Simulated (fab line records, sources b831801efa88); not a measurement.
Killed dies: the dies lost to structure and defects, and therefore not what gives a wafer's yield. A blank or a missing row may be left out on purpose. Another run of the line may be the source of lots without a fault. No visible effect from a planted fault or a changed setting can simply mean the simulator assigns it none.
A struck lot beside a sound one / flow gf180mcu / 21 steps out of a route of 602
Sound: these wafers, L341.1, L341.2, L341.4. The struck wafers were L354.2, L354.4, L354.5. Last of all comes the cause.
For every step that has rows: the tool of each side, followed by ch and its chambers, followed by its first start. Under that, the readings that differ: sound wafers / struck wafers / difference of the means / sigmas: that difference in standard deviations of wafers without a fault.
alike: same words and numbers on both sides, and readings whose means sit less than 2 such deviations apart. not compared: any withheld reading, any reading some wafer has no value for, any bound like >300 that may hide the same value, and any number with overlapping values for which the record gives no deviation.
A row with sigmas, a row that says differs or no value, or rows on one side alone: a step with any of these is where the two part. Numbers that have no deviation but don't overlap get no sigmas and don't part them. Lack of a reading on every wafer of one side parts them only where that side has two or more wafers.

first, 1 step without rows for these wafers: GF_NSD_IMPLANT_10.
GF_NSD_STRIP_11: strips in O2/N2.
  sound on plasma_asher-04 ch 0,1, day 15 15:15; struck on plasma_asher-02 ch 0,1, day 20 07:22
  alike: drypump_motor_current_A, heater_power_w, oes_product_au, strip_time_to_endpoint_s
  not compared: rf_hours_counter_h
GF_NSD_TW_MEAS_12:
  sound on film_metro-04 at day 15 15:21; struck on film_metro-04 at day 20 07:28
  alike: NSD_TW
then, 7 steps without rows for these wafers: GF_PSD_DEHYDRATE_00 (time 60 s); GF_PSD_HMDS_01 (prime time 60 s); GF_PSD_COAT_02 (resist thk 1000 nm); GF_PSD_SOFTBAKE_03 (time 60 s); GF_PSD_EXPOSE_04 (exposes mask Pplus, target cd 400 nm); GF_PSD_PEB_05; GF_PSD_DEVELOP_06 (develop time 60 s).
GF_PSD_CD_MEAS_07: target cd 400 nm.
  sound on cd_sem-02 at day 16 13:28; struck on cd_sem-02 at day 21 06:24
  alike: cd_nm
GF_PSD_OVL_MEAS_08:
  sound on overlay-01 at day 16 13:35; struck on overlay-01 at day 21 06:31
  alike: PSD_OVL
GF_PSD_IMPLANT_09:
  sound on implanter-01 ch 0, day 16 13:37; struck on implanter-01 ch 0, day 21 06:34
reading=beam_energy_keV; sound=40.014 40.013 40.003; struck=40.834 40.841 40.843; difference=+0.829; sigmas=+64
reading=model.implant.drp_nm (nm); sound=15.87 15.87 15.87; struck=16.1 16.1 16.1; difference=+0.2; sigmas=
  alike: beam_on_s, tilt_deg
GF_PSD_STRIP_10: strips in O2/N2.
  sound on plasma_asher-02 ch 0,1, day 16 13:46; struck on plasma_asher-02 ch 0,1, day 21 06:41
  alike: drypump_motor_current_A, heater_power_w, oes_product_au, strip_time_to_endpoint_s
  not compared: rf_hours_counter_h
GF_PSD_TW_MEAS_11:
  sound on film_metro-01 at day 16 13:52; struck on film_metro-04 at day 21 06:48
reading=PSD_TW; sound=3164 3185 3158; struck=3212 3242 3238; difference=+62; sigmas=+2
then, 1 step without rows for these wafers: GF_PSD_CLEAN_12 (cleans in SC1/SC2, time 150 s).
GF_PSD_RTA_13: time 20 s.
  sound on rtp_anneal-02 ch 0, day 16 13:59; struck on rtp_anneal-02 ch 0, day 21 06:55
reading=chamber_o2_ppm; sound=1.995 1.976 1.996; struck=2.026 2.065 2.025; difference=+0.050; sigmas=+2
  alike: lamp_power_pct, wafer_temp_C_max
GF_PSD_RS_MEAS_14: a four-point-probe measurement.
  sound on film_metro-03 at day 16 14:04; struck on film_metro-04 at day 21 07:00
  alike: NSD_RS
GF_PSD_RS_MEAS_15: a four-point-probe measurement.
  sound on film_metro-03 at day 16 14:11; struck on film_metro-04 at day 21 07:07
reading=PSD_RS (ohm/sq); sound=108.25 108.44 108.51; struck=107.74 107.68 107.81; difference=-0.66; sigmas=-2
GF_SAB_CVD_00: deposits SiO2 from TEOS, target thk 50 nm, time 4.9302 s.
  sound on pecvd-03 ch 0,1, day 16 14:19; struck on pecvd-03 ch 0,1,2, day 21 07:13
  alike: heater_power_w
  not compared: since_wet_clean_h
next, for these wafers, 1 step has no rows: GF_PASSIVATION_PROBE_99.

WHERE THEY PART
At GF_PSD_IMPLANT_09 first; at GF_PSD_RS_MEAS_15 last (within this record only). Later steps at which nothing parts them and some readings are alike: GF_SAB_CVD_00.

WHY: the cause the simulator had injected
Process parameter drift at GF_PSD_IMPLANT_09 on implanter-01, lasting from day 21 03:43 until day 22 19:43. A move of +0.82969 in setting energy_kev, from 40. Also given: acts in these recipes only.
